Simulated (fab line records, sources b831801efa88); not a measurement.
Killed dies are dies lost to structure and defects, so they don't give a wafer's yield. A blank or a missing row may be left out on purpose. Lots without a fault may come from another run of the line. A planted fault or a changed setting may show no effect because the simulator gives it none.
One fault seen from 2 desks | flow gf180mcu | each desk has only its own numbers; what lay behind them comes last

THE METROLOGY DESK
What the gauges read, lot by lot, whatever tool the lot ran on: means of the sampled wafers that have a number. A lot is out of limits, marked OUT, if its mean lies more than 4 standard deviations from the usual mean; the brackets give that distance.
Columns: A = CONTACT_CVD_00_THK at GF_CONTACT_THK_MEAS_01, usual 300.8 nm
lot  | first seen here | A
L430 | day 15 00:53    | 304.8
L431 | day 15 13:15    | 298.7
L433 | day 16 05:51    | 299.9
L435 | day 17 01:01    | 299.7
L437 | day 17 21:11    | 297.6
L444 | day 20 03:37    | 301.3
L445 | day 20 13:15    | 301.1
L446 | day 20 21:07    | 298.1
L447 | day 21 08:51    | 300.0
L448 | day 21 16:45    | 302.3
L450 | day 22 10:30    | 301.8
L451 | day 22 17:50    | 302.3
L452 | day 23 00:29    | 298.1
L453 | day 23 04:59    | 299.4
This desk's finding: nothing out of limits on any of the 14 lots.

THE TOOL OWNER'S DESK: wet_bench-04
The tool's own readings at GF_SAB_WET_ETCH_12 (etches SiO2 in dHF, target depth 22 nm, time 440 s): means of the sampled wafers that have a number, for each lot that ran on this tool. A lot is out of limits, marked OUT, if its mean lies more than 4 standard deviations from the usual mean; the brackets give that distance.
Columns: A = run_length_s at GF_SAB_WET_ETCH_12, usual 468 s
lot  | first seen here | A
L433 | day 16 04:58    | 465
L435 | day 17 00:07    | 108 (-99 or more) OUT
L437 | day 17 20:16    | 108 (-99 or more) OUT
L445 | day 20 12:22    | 467
L446 | day 20 20:13    | 474
This desk's finding: out of limits on L435, L437; first on L435, day 17 00:07 (run_length_s at GF_SAB_WET_ETCH_12). In limits: L433, L445, L446.

PUT TOGETHER
The tool owner's desk could have raised an alarm at day 17 00:07, on L435, L437.
The metrology desk saw nothing out of limits.
The metrology desk has L435, L437 on record, within its limits.
Of the lots named, all ran GF_SAB_WET_ETCH_12 on wet_bench-04.

WHAT THE SIMULATOR HAD PUT IN
Process parameter drift: wet_bench-04, from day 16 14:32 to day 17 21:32, at GF_SAB_WET_ETCH_12. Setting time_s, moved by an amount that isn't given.
Lots struck among those shown: L435, L437.
Hours from the fault's start to each desk's first reading out of limits: the tool owner's desk, 10.
